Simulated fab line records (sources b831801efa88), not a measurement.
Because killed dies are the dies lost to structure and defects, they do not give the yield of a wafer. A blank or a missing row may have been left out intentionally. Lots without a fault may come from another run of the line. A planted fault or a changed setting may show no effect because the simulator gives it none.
fab line records    flow sky130
[record] lots = 6  wafers = 18  last_day = 50
route steps=708 shown SD_P@327 RES_XHIGH@332 SD_N@343 PAD_OPEN@708
lots that met no fault: taken from a fault-free run of the same line
start_h: the number of hours between the record's first day and the start of the first shown wafer of the lot    wait_h: how many hours have passed since the lot's step before this one    " as in the row above    L1.1+2: several wafers, shown together as one row    - no value present, or no start provided    * or withheld: withheld    < > ~ a bound
route shown NAME@n: NAME is a module with steps in the file, n the number in the route of the first one    usual: mean/standard deviation of fault-free wafers    same: alike in all rows    chamber/n: place in a boat    sites: per-site readings    _std_site: the standard deviation of these    _edge_site: mean of outer sites minus mean of inner sites    radius_mm: how far each site lies from the wafer's centre    mask NAME#n: copy n    behind: the last tool/chamber to shape the wafer    hold: cause of the lot's hold/its duration in hours/its outcome    device: which transistor (n, p or np) failed to switch    end of line: tests of these same wafers at the route's end    step lacking rows: just its recipe    killed: at the first sort, the dies lost to defects and structure; wafer yield is something else    map: the dies of a wafer, with x for killed, . for not killed, _ for no die there
set.NAME: the setting that was run; set.NAME@STEP: the one run at that earlier step    model.NAME: the simulator's own value behind a step, which no gauge read
lots at some steps of the route; a table a step, a row a wafer
services: when a tool's chamber went out of use (start_h, in hours from the record's first day, below 0 if earlier), for how many hours, and the reason
[[steps]]
[step SKY_SD_P_CD_MEAS_07]
[recipe] target_cd_nm = 380
[usual] cd_nm = 380.1/2.3
lot.wafer  tool       chamber  start_h  wait_h  cd_nm
L738.1     cd_sem-01  -        639.12   0.1     379.7
L738.2     "          -        "        "       381.8
L738.3     "          -        "        "       380.4
L739.1     cd_sem-02  -        652.66   0.1     378.4
L739.2     "          -        "        "       379.7
L739.5     "          -        "        "       380.4
L748.2     cd_sem-01  -        730.68   0.1     379.5
L748.3     "          -        "        "       378.5
L748.5     "          -        "        "       380.3
L749.1     cd_sem-02  -        739.28   0.1     380.6
L749.3     "          -        "        "       381.4
L749.6     "          -        "        "       381.0
L753.1     cd_sem-02  -        764.18   0.1     379.9
L753.3     "          -        "        "       381.9
L753.5     "          -        "        "       382.2
L754.2     cd_sem-01  -        766.19   0.1     380.2
L754.3     "          -        "        "       381.6
L754.5     "          -        "        "       381.9
[step SKY_SD_P_OVL_MEAS_08]
[usual] SD_P_OVL = -0.8/1.4
lot.wafer  tool        chamber  start_h  wait_h  SD_P_OVL[nm]
L738.1     overlay-02  -        639.24   0.1     -2.9
L738.2     "           -        "        "       -2.4
L738.3     "           -        "        "       -1.1
L739.1     overlay-02  -        652.78   0.1     0.3
L739.2     "           -        "        "       -0.3
L739.5     "           -        "        "       0.0
L748.2     overlay-02  -        730.78   0.1     -3.8
L748.3     "           -        "        "       -4.0
L748.5     "           -        "        "       -5.4
L749.1     overlay-02  -        739.40   0.1     -0.7
L749.3     "           -        "        "       -1.0
L749.6     "           -        "        "       0.7
L753.1     overlay-02  -        764.30   0.1     -3.5
L753.3     "           -        "        "       -2.5
L753.5     "           -        "        "       -3.1
L754.2     overlay-01  -        766.30   0.1     -1.2
L754.3     "           -        "        "       0.7
L754.5     "           -        "        "       -0.6
[step SKY_SD_P_IMPLANT_09]
[recipe] species = BF2  energy_kev = 20  dose_cm2 = 3e+15  tilt_deg = 0
[step SKY_SD_P_STRIP_10]
[recipe] chemistry = O2/N2  power_w = 1400  pressure_mtorr = 1500  platen_temp_c = withheld  o2_flow_sccm = 3000  n2_flow_sccm = 300  overash_fraction = 0.5
[usual] chamber_pressure_mTorr = 1499.9/1.4  drypump_motor_current_A = 6.1/0.61  oes_product_au = 0.618/0.0042  strip_time_to_endpoint_s = 17.48/0.038
lot.wafer  tool             chamber  start_h  wait_h  chamber_pressure_mTorr  drypump_motor_current_A  oes_product_au  rf_hours_counter_h  strip_time_to_endpoint_s
L738.1     plasma_asher-03  0        639.43   0.1     1498.3                  6.7                      0.610           51                  17.49
L738.2     "                1        "        "       1497.4                  6.7                      0.622           51                  17.46
L738.3     "                1        "        "       1500.7                  6.7                      0.616           -                   17.49
L739.1     plasma_asher-04  1        652.96   0.1     1500.0                  5.4                      0.616           94                  17.45
L739.2     "                0        "        "       1499.5                  6.1                      0.618           94                  17.46
L739.5     "                1        "        "       1498.8                  5.4                      0.621           -                   17.49
L748.2     plasma_asher-02  1        730.96   0.1     1500.5                  6.0                      0.609           29                  17.51
L748.3     "                1        "        "       1499.3                  6.0                      0.619           -                   17.51
L748.5     "                1        "        "       1500.8                  6.0                      0.620           -                   17.54
L749.1     plasma_asher-02  0        739.59   0.1     1500.6                  5.1                      0.615           30                  17.56
L749.3     "                1        "        "       1499.8                  6.0                      0.620           -                   17.56
L749.6     "                1        "        "       1500.8                  6.0                      0.616           -                   17.57
L753.1     plasma_asher-03  1        764.49   0.1     1497.5                  6.7                      0.624           62                  17.49
L753.3     "                0        "        "       1498.7                  6.7                      0.621           -                   17.48
L753.5     "                0        "        "       1497.6                  6.7                      0.613           -                   17.48
L754.2     plasma_asher-02  0        766.48   0.1     1501.1                  5.2                      0.628           33                  17.44
L754.3     "                0        "        "       1499.4                  5.2                      0.616           -                   17.46
L754.5     "                1        "        "       1501.4                  6.0                      0.621           -                   17.46
[step SKY_SD_P_TW_MEAS_11]
[usual] SD_P_TW = 2799/19
lot.wafer  tool           chamber  start_h  wait_h  SD_P_TW
L738.1     film_metro-02  -        639.53   0.1     2785
L738.2     "              -        "        "       2781
L738.3     "              -        "        "       2781
L739.1     film_metro-01  -        653.06   0.1     2808
L739.2     "              -        "        "       2797
L739.5     "              -        "        "       2803
L748.2     film_metro-01  -        731.07   0.1     2774
L748.3     "              -        "        "       2786
L748.5     "              -        "        "       2781
L749.1     film_metro-02  -        739.69   0.1     2766
L749.3     "              -        "        "       2770
L749.6     "              -        "        "       2763
L753.1     film_metro-03  -        764.59   0.1     2816
L753.3     "              -        "        "       2797
L753.5     "              -        "        "       2801
L754.2     film_metro-03  -        766.59   0.1     2818
L754.3     "              -        "        "       2825
L754.5     "              -        "        "       2822
[step SKY_RES_XHIGH_DEHYDRATE_00]
[recipe] temp_c = 200  time_s = 60
[step SKY_RES_XHIGH_HMDS_01]
[recipe] prime_time_s = 60  prime_temp_c = 120
[step SKY_RES_XHIGH_COAT_02]
[recipe] resist = NOVOLAK  spin_rpm = 3000  resist_thk_nm = 1140
[step SKY_RES_XHIGH_SOFTBAKE_03]
[recipe] temp_c = 90  time_s = 60  resist = NOVOLAK
[step SKY_RES_XHIGH_EXPOSE_04]
[recipe] mask_id = URPM  na = 0.6  source_shape = conventional  sigma_outer = 0.6  polarization = unpolarized  target_cd_nm = 1270  dose_mj = 140
[step SKY_RES_XHIGH_PEB_05]
[recipe] temp_c = withheld  time_s = *  resist = NOVOLAK
[step SKY_RES_XHIGH_DEVELOP_06]
[recipe] resist = NOVOLAK  developer = TMAH  develop_time_s = 60  dev_temp_c = 23
[step SKY_RES_XHIGH_IMPLANT_07]
[recipe] species = BF2  energy_kev = 20  dose_cm2 = 3.6e+14  tilt_deg = 0
[usual] beam_on_s = 39.2/1.9  dose_ions_cm2 = 3.599e+14/4.2e+11  tilt_deg = -0.002/0.019
lot.wafer  tool          chamber  start_h  wait_h  beam_on_s  dose_ions_cm2  tilt_deg
L738.1     implanter-02  0        668.08   0.1     37.2       3.6e+14        -0.022
L738.2     "             0        "        "       38.3       3.596e+14      0.016
L738.3     "             0        "        "       37.3       3.602e+14      -0.005
L739.1     implanter-03  0        681.33   0.1     42.4       3.595e+14      0.007
L739.2     "             0        "        "       41.6       3.597e+14      0.009
L739.5     "             0        "        "       40.6       3.602e+14      0.025
L748.2     implanter-01  0        758.18   0.1     38.8       3.597e+14      -0.008
L748.3     "             0        "        "       38.8       3.595e+14      -0.007
L748.5     "             0        "        "       38.1       3.599e+14      0.000
L749.1     implanter-03  0        766.00   0.1     20.5       1.819e+14      -0.001
L749.3     "             0        "        "       21.6       1.819e+14      -0.044
L749.6     "             0        "        "       21.2       1.822e+14      -0.042
L753.1     implanter-03  0        790.85   0.1     20.9       1.829e+14      0.038
L753.3     "             0        "        "       21.9       1.823e+14      0.023
L753.5     "             0        "        "       21.1       1.829e+14      0.008
L754.2     implanter-02  0        793.26   0.1     38.0       3.597e+14      -0.014
L754.3     "             0        "        "       37.9       3.603e+14      -0.008
L754.5     "             0        "        "       36.8       3.598e+14      -0.017
[step SKY_RES_XHIGH_STRIP_08]
[recipe] chemistry = O2/N2  power_w = 1400  pressure_mtorr = 1500  platen_temp_c = withheld  o2_flow_sccm = 3000  n2_flow_sccm = 300  overash_fraction = 0.5
[usual] chamber_pressure_mTorr = 1499.9/1.3  drypump_motor_current_A = 6.0/0.57  oes_product_au = 0.711/0.0043  strip_time_to_endpoint_s = 14.28/0.045
lot.wafer  tool             chamber  start_h  wait_h  chamber_pressure_mTorr  drypump_motor_current_A  oes_product_au  rf_hours_counter_h  strip_time_to_endpoint_s
L738.1     plasma_asher-02  1        668.23   0.1     1499.3                  6.0                      0.701           24                  14.34
L738.2     "                0        "        "       1501.8                  5.2                      0.707           24                  14.39
L738.3     "                0        "        "       1500.6                  5.2                      0.702           -                   14.37
L739.1     plasma_asher-02  0        681.48   0.1     1500.8                  5.2                      0.708           26                  14.24
L739.2     "                1        "        "       1498.3                  6.0                      0.716           26                  14.22
L739.5     "                0        "        "       1499.7                  5.2                      0.709           -                   14.23
L748.2     plasma_asher-03  1        758.31   0.1     1498.7                  6.7                      0.711           62                  14.26
L748.3     "                1        "        "       1500.2                  6.7                      0.706           -                   14.27
L748.5     "                0        "        "       1497.2                  6.7                      0.706           -                   14.30
L749.1     plasma_asher-03  1        766.15   0.1     1499.8                  6.7                      0.719           62                  14.21
L749.3     "                0        "        "       1500.6                  6.8                      0.712           -                   14.21
L749.6     "                1        "        "       1500.7                  6.7                      0.711           -                   14.18
L753.1     plasma_asher-02  0        791.00   0.1     1501.5                  5.2                      0.715           35                  14.18
L753.3     "                0        "        "       1502.3                  5.2                      0.719           -                   14.19
L753.5     "                1        "        "       1497.7                  6.0                      0.714           -                   14.17
L754.2     plasma_asher-03  0        793.38   0.1     1501.5                  6.7                      0.708           65                  14.23
L754.3     "                1        "        "       1499.0                  6.7                      0.711           -                   14.28
L754.5     "                1        "        "       1497.9                  6.7                      0.707           -                   14.25
[step SKY_RES_XHIGH_TW_MEAS_09]
[usual] RES_XHIGH_TW = 1624/14
lot.wafer  tool           chamber  start_h  wait_h  hold                      RES_XHIGH_TW
L738.1     film_metro-02  -        668.33   0.1     -                         1594
L738.2     "              -        "        "       -                         1601
L738.3     "              -        "        "       -                         1603
L739.1     film_metro-03  -        681.58   0.1     -                         1634
L739.2     "              -        "        "       -                         1633
L739.5     "              -        "        "       -                         1637
L748.2     film_metro-01  -        758.42   0.1     -                         1635
L748.3     "              -        "        "       -                         1636
L748.5     "              -        "        "       -                         1634
L749.1     film_metro-01  -        766.25   0.1     await_dispo/0.2h/release  1325
L749.3     "              -        "        "       await_dispo/0.2h/release  1331
L749.6     "              -        "        "       await_dispo/0.2h/release  1331
L749.1     film_metro-01  -        766.48   0.2     -                         1328
L749.3     "              -        "        "       -                         1333
L749.6     "              -        "        "       -                         1328
L753.1     film_metro-02  -        791.10   0.1     await_dispo/0.2h/release  1308
L753.3     "              -        "        "       await_dispo/0.2h/release  1314
L753.5     "              -        "        "       await_dispo/0.2h/release  1312
L753.1     film_metro-02  -        791.33   0.2     -                         1320
L753.3     "              -        "        "       -                         1313
L753.5     "              -        "        "       -                         1310
L754.2     film_metro-02  -        793.49   0.1     -                         1605
L754.3     "              -        "        "       -                         1605
L754.5     "              -        "        "       -                         1609
[step SKY_SD_N_HMDS_01]
[recipe] prime_time_s = 60  prime_temp_c = 120
[step SKY_SD_N_COAT_02]
[recipe] resist = NOVOLAK  spin_rpm = 3000  resist_thk_nm = 1140
[step SKY_SD_N_SOFTBAKE_03]
[recipe] temp_c = 90  time_s = 60  resist = NOVOLAK
[step SKY_SD_N_EXPOSE_04]
[recipe] mask_id = NSDM  na = 0.6  source_shape = conventional  sigma_outer = 0.6  polarization = unpolarized  target_cd_nm = 380  dose_mj = 141
[step SKY_SD_N_PEB_05]
[recipe] temp_c = withheld  time_s = *  resist = NOVOLAK
[step SKY_SD_N_DEVELOP_06]
[recipe] resist = NOVOLAK  developer = TMAH  develop_time_s = 60  dev_temp_c = 23
[step SKY_SD_N_CD_MEAS_07]
[recipe] target_cd_nm = 380
[usual] cd_nm = 380.1/2.3
lot.wafer  tool       chamber  start_h  wait_h  cd_nm
L738.1     cd_sem-01  -        696.13   0.1     380.5
L738.2     "          -        "        "       380.2
L738.3     "          -        "        "       381.9
L739.1     cd_sem-02  -        709.26   0.1     375.0
L739.2     "          -        "        "       377.4
L739.5     "          -        "        "       375.6
L748.2     cd_sem-01  -        785.87   0.1     383.6
L748.3     "          -        "        "       381.3
L748.5     "          -        "        "       382.0
L749.1     cd_sem-02  -        793.15   0.1     380.9
L749.3     "          -        "        "       380.2
L749.6     "          -        "        "       380.0
L753.1     cd_sem-01  -        817.47   0.1     378.9
L753.3     "          -        "        "       379.3
L753.5     "          -        "        "       379.7
L754.2     cd_sem-01  -        819.53   0.1     380.9
L754.3     "          -        "        "       381.1
L754.5     "          -        "        "       382.3
[step SKY_SD_N_OVL_MEAS_08]
[usual] SD_N_OVL = -0.1/1.8
lot.wafer  tool        chamber  start_h  wait_h  SD_N_OVL[nm]
L738.1     overlay-01  -        696.25   0.1     1.2
L738.2     "           -        "        "       -0.8
L738.3     "           -        "        "       -0.8
L739.1     overlay-02  -        709.38   0.1     -0.9
L739.2     "           -        "        "       -1.0
L739.5     "           -        "        "       -0.3
L748.2     overlay-01  -        785.98   0.1     -0.2
L748.3     "           -        "        "       -0.5
L748.5     "           -        "        "       1.1
L749.1     overlay-01  -        793.27   0.1     5.2
L749.3     "           -        "        "       4.3
L749.6     "           -        "        "       4.1
L753.1     overlay-02  -        817.59   0.1     -2.6
L753.3     "           -        "        "       -2.5
L753.5     "           -        "        "       -1.6
L754.2     overlay-01  -        819.63   0.1     2.3
L754.3     "           -        "        "       1.6
L754.5     "           -        "        "       2.8
[step SKY_SD_N_IMPLANT_09]
[recipe] species = As  energy_kev = 50  dose_cm2 = 4e+15  tilt_deg = 0
[step SKY_SD_N_IMPLANT_10]
[recipe] species = P  energy_kev = 20  dose_cm2 = 1e+14  tilt_deg = 0
[step SKY_SD_N_STRIP_11]
[recipe] chemistry = O2/N2  power_w = 1400  pressure_mtorr = 1500  platen_temp_c = withheld  o2_flow_sccm = 3000  n2_flow_sccm = 300  overash_fraction = 0.5
[usual] chamber_pressure_mTorr = 1499.7/1.5  drypump_motor_current_A = 6.1/0.49  oes_product_au = 0.527/0.0046  strip_time_to_endpoint_s = 22.54/0.045
lot.wafer  tool             chamber  start_h  wait_h  chamber_pressure_mTorr  drypump_motor_current_A  oes_product_au  rf_hours_counter_h  strip_time_to_endpoint_s
L738.1     plasma_asher-04  0        696.58   0.1     1499.4                  6.1                      0.529           99                  22.50
L738.2     "                1        "        "       1501.0                  5.4                      0.523           99                  22.41
L738.3     "                1        "        "       1501.3                  5.4                      0.530           -                   22.49
L739.1     plasma_asher-04  1        709.71   0.1     1500.6                  5.4                      0.533           101                 22.53
L739.2     "                0        "        "       1501.1                  6.1                      0.522           101                 22.54
L739.5     "                1        "        "       1498.1                  5.4                      0.530           -                   22.54
L748.2     plasma_asher-01  1        786.61   0.2     1499.2                  5.7                      0.528           97                  22.60
L748.3     "                1        "        "       1502.6                  5.7                      0.528           -                   22.59
L748.5     "                1        "        "       1500.0                  5.7                      0.527           -                   22.57
L749.1     plasma_asher-04  1        793.68   0.1     1499.8                  5.4                      0.527           5                   22.50
L749.3     "                1        "        "       1499.1                  5.4                      0.525           -                   22.49
L749.6     "                0        "        "       1500.6                  6.1                      0.522           -                   22.49
L753.1     plasma_asher-03  0        817.93   0.1     1498.3                  6.7                      0.525           67                  22.56
L753.3     "                0        "        "       1498.7                  6.7                      0.531           -                   22.56
L753.5     "                1        "        "       1497.5                  6.7                      0.525           -                   22.56
L754.2     plasma_asher-03  0        819.96   0.1     1500.4                  6.7                      0.526           68                  22.58
L754.3     "                1        "        "       1500.5                  6.8                      0.531           -                   22.52
L754.5     "                0        "        "       1499.0                  6.7                      0.528           -                   22.54
[step SKY_SD_N_TW_MEAS_12]
[usual] SD_N_TW = 3944/33
lot.wafer  tool           chamber  start_h  wait_h  SD_N_TW
L738.1     film_metro-02  -        696.68   0.1     3893
L738.2     "              -        "        "       3915
L738.3     "              -        "        "       3909
L739.1     film_metro-01  -        709.81   0.1     3976
L739.2     "              -        "        "       3954
L739.5     "              -        "        "       3954
L748.2     film_metro-02  -        786.72   0.1     3888
L748.3     "              -        "        "       3878
L748.5     "              -        "        "       3881
L749.1     film_metro-01  -        793.78   0.1     3944
L749.3     "              -        "        "       3948
L749.6     "              -        "        "       3913
L753.1     film_metro-01  -        818.03   0.1     3965
L753.3     "              -        "        "       3980
L753.5     "              -        "        "       3968
L754.2     film_metro-03  -        820.07   0.1     3992
L754.3     "              -        "        "       3969
L754.5     "              -        "        "       3979
[step SKY_SD_N_CLEAN_13]
[recipe] chemistry = SC1/SC2  mix = 1:4:20  temp_c = 70  time_s = 150  dry = n2_spin
[step SKY_SD_N_RTA_14]
[recipe] temp_c = 1075  time_s = 2  idle_temp_c = 650  ramp_up_c_per_s = 150  ramp_down_c_per_s = 90  ambient = N2
[usual] chamber_o2_ppm = 1.998/0.021  lamp_power_pct = 15.73/0.057  ramp_up_c_per_s = 150.00/0.027  wafer_temp_C_max = 1078.2/1.3
lot.wafer  tool           chamber  start_h  wait_h  chamber_o2_ppm  lamp_power_pct  ramp_up_c_per_s  wafer_temp_C_max
L738.1     rtp_anneal-01  0        696.79   0.0     2.007           15.74           149.94           1077.4
L738.2     "              0        "        "       1.999           15.73           150.04           1075.9
L738.3     "              0        "        "       2.005           15.76           150.00           1078.3
L739.1     rtp_anneal-02  0        709.92   0.0     1.976           15.84           150.01           1078.4
L739.2     "              0        "        "       2.002           15.76           149.95           1078.0
L739.5     "              0        "        "       1.998           15.75           150.00           1076.6
L748.2     rtp_anneal-01  0        786.83   0.0     2.015           15.82           150.02           1079.7
L748.3     "              0        "        "       2.013           15.73           150.03           1078.2
L748.5     "              0        "        "       1.998           15.63           150.01           1078.2
L749.1     rtp_anneal-02  0        793.90   0.0     2.006           15.74           150.01           1076.8
L749.3     "              0        "        "       1.984           15.76           149.97           1077.4
L749.6     "              0        "        "       1.972           15.70           150.00           1077.3
L753.1     rtp_anneal-02  0        818.14   0.0     2.013           15.68           150.00           1078.7
L753.3     "              0        "        "       2.012           15.72           150.00           1079.2
L753.5     "              0        "        "       2.042           15.84           149.99           1078.6
L754.2     rtp_anneal-01  0        820.18   0.0     1.989           15.72           150.00           1075.9
L754.3     "              0        "        "       1.995           15.68           149.96           1078.7
L754.5     "              0        "        "       1.967           15.74           149.99           1079.3
[step SKY_SD_N_RS_MEAS_16]
[recipe] thk_meas_gauge = four-point-probe
[usual] SD_N_RS = 68.61/0.11
lot.wafer  tool           chamber  start_h  wait_h  SD_N_RS[ohm/sq]
L738.1     film_metro-01  -        696.97   0.1     68.43
L738.2     "              -        "        "       68.54
L738.3     "              -        "        "       68.64
L739.1     film_metro-03  -        710.10   0.1     68.39
L739.2     "              -        "        "       68.54
L739.5     "              -        "        "       68.48
L748.2     film_metro-02  -        787.06   0.1     68.78
L748.3     "              -        "        "       68.53
L748.5     "              -        "        "       68.58
L749.1     film_metro-02  -        794.07   0.1     68.75
L749.3     "              -        "        "       68.72
L749.6     "              -        "        "       68.78
L753.1     film_metro-02  -        818.31   0.1     68.63
L753.3     "              -        "        "       68.74
L753.5     "              -        "        "       68.50
L754.2     film_metro-01  -        820.37   0.1     68.66
L754.3     "              -        "        "       68.61
L754.5     "              -        "        "       68.82
[step SKY_SD_N_RS_MEAS_17]
[recipe] thk_meas_gauge = four-point-probe
[usual] SD_P_RS = 147.1/0.4
lot.wafer  tool           chamber  start_h  wait_h  SD_P_RS[ohm/sq]
L738.1     film_metro-01  -        697.09   0.1     146.0
L738.2     "              -        "        "       146.4
L738.3     "              -        "        "       146.5
L739.1     film_metro-03  -        710.22   0.1     146.8
L739.2     "              -        "        "       146.8
L739.5     "              -        "        "       147.5
L748.2     film_metro-02  -        787.18   0.1     147.8
L748.3     "              -        "        "       147.3
L748.5     "              -        "        "       147.4
L749.1     film_metro-02  -        794.19   0.1     147.5
L749.3     "              -        "        "       147.7
L749.6     "              -        "        "       147.3
L753.1     film_metro-02  -        818.43   0.1     146.9
L753.3     "              -        "        "       147.2
L753.5     "              -        "        "       146.9
L754.2     film_metro-01  -        820.49   0.1     147.5
L754.3     "              -        "        "       147.4
L754.5     "              -        "        "       147.6
[step SKY_SD_N_RS_MEAS_18]
[recipe] thk_meas_gauge = four-point-probe
[usual] RES_XHIGH_RS = 333.3/1.3
lot.wafer  tool           chamber  start_h  wait_h  hold                      RES_XHIGH_RS[ohm/sq]
L738.1     film_metro-01  -        697.21   0.1     -                         332.7
L738.2     "              -        "        "       -                         332.9
L738.3     "              -        "        "       -                         332.1
L739.1     film_metro-03  -        710.34   0.1     -                         332.5
L739.2     "              -        "        "       -                         333.1
L739.5     "              -        "        "       -                         331.3
L748.2     film_metro-02  -        787.30   0.1     -                         332.3
L748.3     "              -        "        "       -                         331.9
L748.5     "              -        "        "       -                         331.3
L749.1     film_metro-02  -        794.31   0.1     await_dispo/0.2h/release  573.8
L749.3     "              -        "        "       await_dispo/0.2h/release  574.2
L749.6     "              -        "        "       await_dispo/0.2h/release  574.3
L749.1     film_metro-02  -        794.60   0.3     -                         575.3
L749.3     "              -        "        "       -                         575.0
L749.6     "              -        "        "       -                         572.4
L753.1     film_metro-02  -        818.55   0.1     await_dispo/0.2h/release  571.3
L753.3     "              -        "        "       await_dispo/0.2h/release  567.6
L753.5     "              -        "        "       await_dispo/0.2h/release  571.6
L753.1     film_metro-02  -        818.84   0.3     -                         570.9
L753.3     "              -        "        "       -                         570.5
L753.5     "              -        "        "       -                         570.9
L754.2     film_metro-01  -        820.61   0.1     -                         335.5
L754.3     "              -        "        "       -                         336.1
L754.5     "              -        "        "       -                         335.7
[step SKY_PAD_OPEN_PROBE_99]
[usual] defect_limited_yield = 82.3/1.8  killed_at_M0_to_M3 = 44/7.2  killed_at_M4_up = 3.1/1.8  killed_at_contacts = 24/4.5  killed_at_front_end = 16/4.4  killed_at_other = 0.2/0.42  killed_dies = 87/8.9  killed_open = 48/6.4  killed_short = 39/6.2  sort_bin_3_pad_short = 0.9/0.46  sort_bin_5_function = 10.5/1.6  sort_bin_6_memory = 6.3/1.1  sort_n_pass = 405/8.9  sort_yield_pct = 82.3/1.8
[same] gross_dies = 492  killed_at_back_side = 0  sort_bin_4_leakage[%] = 0  sort_bin_8_speed[%] = 0
lot.wafer  tool       chamber  start_h  wait_h  defect_limited_yield[%]  killed_at_M0_to_M3  killed_at_M4_up  killed_at_contacts  killed_at_front_end  killed_at_other  killed_dies  killed_open  killed_short  sort_bin_3_pad_short[%]  sort_bin_5_function[%]  sort_bin_6_memory[%]  sort_n_pass  sort_yield_pct[%]
L739.1     prober-01  -        1115.03  0.1     81.7                     49                  4                22                  15                   0                90           48           42            0.6                      10.6                    7.1                   402          81.7
L739.2     prober-01  -        1115.08  0.1     82.7                     41                  0                29                  15                   0                85           53           32            0.2                      12.2                    4.9                   407          82.7
L739.5     prober-01  -        1115.23  0.2     86.2                     31                  1                20                  16                   0                68           44           24            0.4                      7.1                     6.3                   424          86.2
// killed by level:class
L739.1 VIA2:geometric_particle:open=10 VIA1:geometric_particle:short=9 CONTACT:geometric_particle:open=7 LI_CONTACT:geometric_particle:open=6 CONTACT:geometric_particle:short=6 VIA3:geometric_particle:open=6 VIA1:geometric_particle:open=5 METAL2:geometric_particle:short=5
L739.2 CONTACT:geometric_particle:open=10 VIA3:geometric_particle:open=10 LI_CONTACT:geometric_particle:open=9 VIA2:geometric_particle:open=7 FIELD_ISO:geometric_particle:open=6 CONTACT:geometric_particle:short=5 VIA1:geometric_particle:open=5 VIA2:geometric_particle:short=5
L739.5 CONTACT:geometric_particle:open=7 VIA3:geometric_particle:open=7 VIA1:geometric_particle:open=6 FIELD_ISO:geometric_particle:open=5 POLY_GATE:geometric_particle:open=5 FIELD_ISO:geometric_particle:short=4 LOCAL_INTERCONNECT:geometric_particle:short=4 METAL1:geometric_particle:short=4
[[services]]
tool             chamber  start_h  hours  kind
implanter-03     -        620.41   1.8    repair
plasma_asher-04  -        637.37   14.6   pm
plasma_asher-03  -        649.19   14.6   pm
implanter-02     -        658.16   3.7    repair
plasma_asher-02  -        665.06   1.4    repair
implanter-02     -        672.90   5.0    repair
plasma_asher-03  -        673.57   10.2   repair
plasma_asher-02  -        678.59   1.4    repair
implanter-03     -        684.09   5.5    repair
plasma_asher-03  -        700.09   2.9    repair
implanter-02     -        700.74   3.8    repair
plasma_asher-02  -        702.46   14.3   repair
plasma_asher-01  -        705.75   4.2    repair
plasma_asher-02  -        707.62   1.4    repair
plasma_asher-04  -        733.75   9.0    pm
plasma_asher-04  0        733.75   9.0    vent_cycle
plasma_asher-04  1        733.75   9.0    vent_cycle
plasma_asher-04  0        742.75   -      clean
plasma_asher-04  1        742.75   -      clean
rtp_anneal-02    -        753.32   6.8    pm
implanter-01     -        789.30   4.5    repair
implanter-03     -        796.73   1.3    repair
implanter-02     -        807.01   3.7    pm
implanter-01     -        815.53   2.8    pm
[[key]]
[first_sign] step = SKY_RES_XHIGH_IMPLANT_07  reading = dose_ions_cm2  direction = down  sigmas = 99+  usual = *  struck = *
[effect] step = SKY_RES_XHIGH_IMPLANT_07  reading = beam_on_s  direction = down  sigmas = 9.2  usual = 39.2  struck = 21.2
[effect] step = SKY_RES_XHIGH_TW_MEAS_09  reading = visit  direction = added
[effect] step = SKY_RES_XHIGH_TW_MEAS_09  reading = RES_XHIGH_TW  direction = down  sigmas = 21  usual = 1624  struck = 1320
[effect] step = SKY_SD_N_RS_MEAS_18  reading = visit  direction = added
[effect] step = SKY_SD_N_RS_MEAS_18  reading = RES_XHIGH_RS  direction = up  sigmas = 99+  usual = 333.3  struck = 572.1
met_at SKY_RES_XHIGH_IMPLANT_07
struck_wafers L749.1,L749.3,L749.6,L753.1,L753.3,L753.5
scrapped_behind SKY_SD_N_RS_MEAS_18 L749.1,L749.3,L749.6,L753.1,L753.3,L753.5
onset_between 681.33 766.00
[fault] kind = process_parameter_drift  tool = implanter-03  chamber = -  onset_h = 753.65  steps = SKY_RES_XHIGH_IMPLANT_07  channel = dose_cm2  offset = *  shape = step  end_h = 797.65  acts_in = *  stated = *
